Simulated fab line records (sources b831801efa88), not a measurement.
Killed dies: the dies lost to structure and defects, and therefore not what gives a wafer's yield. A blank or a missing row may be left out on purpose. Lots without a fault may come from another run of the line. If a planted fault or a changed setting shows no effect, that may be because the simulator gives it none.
Which of the tools did it? || flow gf180mcu || at 1 step of a route of 602, 13 lots with 39 wafers sampled

## WHAT THE GAUGES SHOWED, per wafer
GF_M5_OVL_MEAS_08.
{"lot": "L262", "measured": "day 26 15:07", "on": "overlay-02", "M5_OVL (nm)": "-1 3 3"}
{"lot": "L263", "measured": "day 26 18:55", "on": "overlay-01", "M5_OVL (nm)": "-2 7 -4"}
{"lot": "L264", "measured": "day 27 01:02", "on": "overlay-01", "M5_OVL (nm)": "-11 -2 -4"}
{"lot": "L266", "measured": "day 27 14:17", "on": "overlay-01", "M5_OVL (nm)": "-5 -5 2"}
{"lot": "L267", "measured": "day 28 01:46", "on": "overlay-02", "M5_OVL (nm)": "1 -6 -2"}
{"lot": "L272", "measured": "day 29 15:01", "on": "overlay-02", "M5_OVL (nm)": "4 2 2"}
{"lot": "L273", "measured": "day 29 22:43", "on": "overlay-02", "M5_OVL (nm)": "-1 -2 -2"}
{"lot": "L274", "measured": "day 30 04:26", "on": "overlay-02", "M5_OVL (nm)": "-4 -12 -6"}
{"lot": "L281", "measured": "day 32 03:25", "on": "overlay-01", "M5_OVL (nm)": "-10 -4 -1"}
{"lot": "L282", "measured": "day 32 09:49", "on": "overlay-02", "M5_OVL (nm)": "-12 -20 -4"}
{"lot": "L283", "measured": "day 32 15:14", "on": "overlay-02", "M5_OVL (nm)": "-6 -4 -7"}
{"lot": "L284", "measured": "day 32 17:36", "on": "overlay-02", "M5_OVL (nm)": "-5 -4 -2"}
{"lot": "L285", "measured": "day 33 00:13", "on": "overlay-01", "M5_OVL (nm)": "-1 2 -4"}

## WHAT TOOL EACH LOT RAN ON (gives the tool, then ch and the chambers of the sampled wafers, and finally the start)
No process step before these readings appears in the record.

## AS READ BY THE TOOLS THEMSELVES (means over the sampled wafers that have a number; for cases with no such wafer, the mark the record gives instead)
The record holds no such reading with a usual standard deviation.

## THE ANSWER, worked out from the rows above alone
Rule: the lots themselves supply what counts as usual. Put in order of their means at a reading, lots are off if they are a third of the lots or fewer, leave a main group of 4 or more, and stand apart from it by a gap of 3 or more times the standard deviation of the main group's means; of several such gaps the widest counts. A main group is skipped when, at the precision printed for the reading in the tables above, its means are all equal. A lot without any number at a reading at which 4 lots or more have one is off too. Any other lot the step has rows for is counted as sound. Order of review: gauges by route order, followed by the tools' own readings, for which a lot's mean as printed above is used. The first step at which some lot is off is used, and at that step the reading that is off furthest; a lot without a number counts as furthest.
Across all readings shown, no lot is off: no conclusion can be drawn from this.

## WHAT THE SIMULATOR PUT IN
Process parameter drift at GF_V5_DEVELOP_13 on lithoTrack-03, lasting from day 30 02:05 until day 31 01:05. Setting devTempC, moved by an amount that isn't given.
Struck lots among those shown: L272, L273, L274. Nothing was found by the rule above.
